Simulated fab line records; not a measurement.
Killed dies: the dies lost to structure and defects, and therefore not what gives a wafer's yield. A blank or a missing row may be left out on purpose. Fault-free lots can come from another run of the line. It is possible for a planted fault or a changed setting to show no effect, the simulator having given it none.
Which tool was responsible? | flow gf180mcu | Sampling: 6 lots, 18 wafers, 2 of 602 route steps

== WHAT THE GAUGES SHOWED, per wafer ==
GF_M4_THK_MEAS_06: measures by xrf.
lot  | measured     | on           | M4_ALCU_THK (nm)
L922 | day 23 15:47 | filmMetro-03 | 454 449 450
L924 | day 24 17:38 | filmMetro-03 | 458 456 447
L927 | day 25 07:10 | filmMetro-04 | 457 463 463
L938 | day 28 22:28 | filmMetro-03 | 465 467 462
L940 | day 29 09:34 | filmMetro-03 | 453 444 456
L942 | day 29 20:14 | filmMetro-04 | 459 462 462

== TOOL THAT RAN EACH LOT (tool first, then ch and the chambers of the sampled wafers, then the start) ==
lot  | GF_M4_SPUTTER_02
L922 | pvdSputter-03, day 23 15:34
L924 | pvdSputter-03, day 24 17:24
L927 | pvdSputter-02, day 25 06:57
L938 | pvdSputter-02, day 28 22:14
L940 | pvdSputter-03, day 29 09:21
L942 | pvdSputter-01, day 29 20:02
- GF_M4_SPUTTER_02: material AlCu, target thk 450 nm, time 23.9 s.

== THE ANSWER, worked out from the rows above alone ==
Rule: the lots themselves supply what counts as usual. Put in order of their means at a reading, lots are off if they are a third of the lots or fewer, leave a main group of 4 or more, and stand apart from it by a gap of 3 or more times the standard deviation of the main group's means; of several such gaps the widest counts. A main group whose means are all the same, to the digits that the tables above print for the reading, isn't used. A lot without any number at a reading at which 4 lots or more have one is off too. Any other lot the step has rows for is counted as sound.
No lot is off on any of the readings shown, so nothing can be concluded from this.

== WHAT THE SIMULATOR PUT IN ==
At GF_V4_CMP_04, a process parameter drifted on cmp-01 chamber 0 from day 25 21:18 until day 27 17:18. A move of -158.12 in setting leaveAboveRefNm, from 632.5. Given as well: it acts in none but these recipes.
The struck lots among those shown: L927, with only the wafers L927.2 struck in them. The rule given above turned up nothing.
